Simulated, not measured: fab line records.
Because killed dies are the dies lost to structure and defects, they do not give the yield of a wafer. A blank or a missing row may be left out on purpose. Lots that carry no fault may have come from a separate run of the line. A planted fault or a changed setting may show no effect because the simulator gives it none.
Which of the tools did it? | flow gf180mcu | 11 lots with 33 wafers sampled at 4 steps, on a route of 602 steps

## WHAT EACH GAUGE READ, for each wafer
GF_M1_RS_MEAS_05: the measuring method here is four-point-probe. Usual: M1_ALCU_RS gives 0.0694 ohm/sq (standard deviation 0.00076).
lot  | measured     | on            | M1_ALCU_RS (ohm/sq)  | flag
L129 | day 16 22:36 | film metro-01 | 0.0695 0.0702 0.0686 |
L131 | day 17 22:26 | film metro-02 | 0.0695 0.0702 0.0701 |
L135 | day 19 12:05 | film metro-02 | 0.0685 0.0691 0.0692 |
L136 | day 20 05:10 | film metro-04 | 0.0683 0.0689 0.0674 |
L138 | day 20 12:59 | film metro-04 | 0.0698 0.0705 0.0699 |
L139 | day 20 19:40 | film metro-01 | 0.0828 0.0837 0.0820 | OFF
L141 | day 21 15:17 | film metro-02 | 0.0838 0.0820 0.0825 | OFF
L142 | day 21 22:25 | film metro-02 | 0.0692 0.0682 0.0689 |
L148 | day 23 19:02 | film metro-02 | 0.0703 0.0692 0.0707 |
L149 | day 24 03:53 | film metro-02 | 0.0697 0.0687 0.0690 |
L150 | day 24 10:39 | film metro-02 | 0.0695 0.0689 0.0694 |

GF_M1_THK_MEAS_06: measures by xrf. Usual: M1_ALCU_THK gives 455 nm (standard deviation 5.2).
lot  | measured     | on            | M1_ALCU_THK (nm) | flag
L129 | day 16 22:41 | film metro-01 | 454 449 461      |
L131 | day 17 22:34 | film metro-02 | 459 452 451      |
L135 | day 19 12:12 | film metro-02 | 460 457 456      |
L136 | day 20 05:17 | film metro-04 | 462 456 465      |
L138 | day 20 13:05 | film metro-04 | 448 447 450      |
L139 | day 20 19:47 | film metro-01 | 382 378 384      | OFF
L141 | day 21 15:23 | film metro-02 | 378 387 384      | OFF
L142 | day 21 22:31 | film metro-02 | 458 465 460      |
L148 | day 23 19:08 | film metro-02 | 450 453 443      |
L149 | day 24 03:59 | film metro-02 | 448 455 453      |
L150 | day 24 10:46 | film metro-02 | 452 458 453      |

GF_M1_OVL_MEAS_15. Usual: M1_OVL gives -1 nm (standard deviation 5.4).
lot  | measured     | on         | M1_OVL (nm) | flag
L129 | day 17 22:10 | overlay-02 | -8 -6 -3    |
L131 | day 18 22:17 | overlay-01 | -5 -1 3     |
L135 | day 20 12:14 | overlay-01 | -2 4 0      |
L136 | day 21 05:41 | overlay-01 | 3 5 2       |
L138 | day 21 13:37 | overlay-02 | -2 -7 0     |
L139 | day 21 20:02 | overlay-01 | -2 3 3      |
L141 | day 22 15:02 | overlay-02 | 1 5 5       |
L142 | day 22 21:23 | overlay-02 | -1 0 1      |
L148 | day 24 16:38 | overlay-01 | 8 -2 2      |
L149 | day 25 01:58 | overlay-02 | -9 -7 -2    |
L150 | day 25 08:27 | overlay-01 | 2 -10 -6    |

## WHAT TOOL EACH LOT RAN ON (gives the tool, then ch and the chambers of the sampled wafers, and finally the start)
lot  | GF_M1_SPUTTER_02
L129 | pvd sputter-04, day 16 22:27
L131 | pvd sputter-01, day 17 22:21
L135 | pvd sputter-03, day 19 11:59
L136 | pvd sputter-04, day 20 05:04
L138 | pvd sputter-04, day 20 12:51
L139 | pvd sputter-04, day 20 19:34
L141 | pvd sputter-04, day 21 15:08
L142 | pvd sputter-01, day 21 22:17
L148 | pvd sputter-04, day 23 18:53
L149 | pvd sputter-04, day 24 03:45
L150 | pvd sputter-01, day 24 10:32
- GF_M1_SPUTTER_02: material AlCu, target thk 450 nm, time 23.9 s.

## WHAT THE TOOLS THEMSELVES READ (means of the sampled wafers that have a number; where no wafer has one, the mark that the record gives instead)
GF_M1_SPUTTER_02. Usual: cathode dc power W 10600 W, standard deviation 2.2; throttle valve pct 30.1 %, standard deviation 1.1.
lot  | tool           | cathode dc power W (W) | throttle valve pct (%) | flag
L129 | pvd sputter-04 | 10598                  | 30.7                   |
L131 | pvd sputter-01 | 10599                  | 29.8                   |
L135 | pvd sputter-03 | 10599                  | 31.7                   |
L136 | pvd sputter-04 | 10600                  | 30.4                   |
L138 | pvd sputter-04 | 10602                  | 30.2                   |
L139 | pvd sputter-04 | 8964                   | 30.3                   | OFF
L141 | pvd sputter-04 | 8965                   | 30.0                   | OFF
L142 | pvd sputter-01 | 10598                  | 30.0                   |
L148 | pvd sputter-04 | 10600                  | 29.1                   |
L149 | pvd sputter-04 | 10601                  | 29.6                   |
L150 | pvd sputter-01 | 10601                  | 29.9                   |

## THE ANSWER, worked out from the rows above alone
Rule: a lot counts as off when the mean over its wafers that have a number is more than 3 standard deviations away from the usual mean. Also off: a lot with no number at a reading for which 4 or more lots have one. All remaining lots with rows at the step are treated as sound. The gauges are gone through in route order, then the tools' own readings, and for those a lot's mean is taken as printed above. The first step at which some lot is off is used, and at that step the reading that is off furthest; a lot without a number counts as furthest.
Off: L139, L141, at GF_M1_RS_MEAS_05 (M1_ALCU_RS).
A tool fits if, at a process step before that reading, it ran every lot that is off, and no sound lot after the first of them. The gauges at GF_M1_RS_MEAS_05 aren't tried: what is off there is off at GF_M1_SPUTTER_02 too, on other tools, and a gauge's error can't cause that. Of those tried, none fits.

## WHAT HAD BEEN PUT IN BY THE SIMULATOR
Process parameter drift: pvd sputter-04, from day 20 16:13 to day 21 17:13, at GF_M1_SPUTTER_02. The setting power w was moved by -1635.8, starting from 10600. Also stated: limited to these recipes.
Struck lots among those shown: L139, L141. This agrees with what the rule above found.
